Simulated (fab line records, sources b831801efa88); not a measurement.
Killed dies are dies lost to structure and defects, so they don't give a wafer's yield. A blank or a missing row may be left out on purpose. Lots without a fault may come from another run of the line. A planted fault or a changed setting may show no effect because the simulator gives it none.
One fault seen from 2 desks | flow gf180mcu | each desk has only its own numbers; what lay behind them comes last

THE METROLOGY DESK
What the gauges read, lot by lot, whatever tool the lot ran on: means of the sampled wafers that have a number. A lot is out of limits, marked OUT, if its mean lies more than 4 standard deviations from the usual mean; the brackets give that distance.
Columns: A = STI_CVD_03_THK at GF_STI_THK_MEAS_04, usual 206.7 nm; B = cd_nm at GF_M2_CD_MEAS_14, usual 279.7 nm; C = M2_OVL at GF_M2_OVL_MEAS_15, usual 0 nm
lot  | first seen here | A               | B     | C
L766 | day 2 08:13     | 205.4           | 280.4 | -1
L767 | day 2 12:45     | 206.6           | 279.0 | -0
L768 | day 2 17:07     | 205.0           | 279.6 | -9
L769 | day 2 21:02     | 204.0           | 279.8 | -1
L772 | day 3 16:06     | 230.9 (+12) OUT | 280.6 | 4
L774 | day 3 21:17     | 206.0           | 278.7 | 4
L775 | day 4 03:01     | 206.1           | 279.8 | -0
L779 | day 4 21:34     | 208.2           | 279.9 | 6
L780 | day 5 03:49     | 204.4           | 279.3 | -1
L781 | day 5 07:34     | 209.3           | 278.3 | -3
L784 | day 6 01:06     | 206.3           | 279.1 | -1
This desk's finding: out of limits on L772; first on L772, day 3 16:06 (STI_CVD_03_THK at GF_STI_THK_MEAS_04). In limits: L766, L767, L768, L769, L774, L775, L779, L780, L781, L784.

THE TOOL OWNER'S DESK: lpcvd-02
The tool's own readings at GF_STI_CVD_03 (deposits Si3N4 from DCS/NH3, target thk 207.16 nm, time 3551 s): means of the sampled wafers that have a number, for each lot that ran on this tool. A lot is out of limits, marked OUT, if its mean lies more than 4 standard deviations from the usual mean; the brackets give that distance.
Columns: A = spike_tc_centre_C at GF_STI_CVD_03, usual 771.8 C; B = spike_tc_lower_C at GF_STI_CVD_03, usual 769.6 C; C = spike_tc_top_C at GF_STI_CVD_03, usual 785.3 C; D = spike_tc_upper_C at GF_STI_CVD_03, usual 769.8 C; E = susceptor_temp_C at GF_STI_CVD_03, usual 769.97 C
lot  | first seen here | A                | B                | C                | D     | E
L767 | day 2 10:46     | 772.7            | 770.3            | 785.6            | 767.8 | 769.85
L768 | day 2 15:08     | 772.1            | 770.5            | 786.0            | 766.9 | 769.62
L772 | day 3 13:06     | 778.7 (+6.3) OUT | 775.3 (+5.2) OUT | 792.9 (+5.8) OUT | 774.5 | 775.83 (+20) OUT
This desk's finding: out of limits on L772; first on L772, day 3 13:06 (spike_tc_centre_C at GF_STI_CVD_03). In limits: L767, L768.

PUT TOGETHER
The tool owner's desk could have raised an alarm at day 3 13:06, on L772.
The metrology desk could have raised an alarm at day 3 16:06, on L772.
Of the lots named, all ran GF_STI_CVD_03 on lpcvd-02.

WHAT THE SIMULATOR HAD PUT IN
Process parameter drift: lpcvd-02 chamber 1, from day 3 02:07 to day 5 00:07, at GF_STI_CVD_03. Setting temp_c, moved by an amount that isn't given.
Lots struck among those shown: L772.
Hours from the fault's start to each desk's first reading out of limits: the tool owner's desk, 11; the metrology desk, 14.
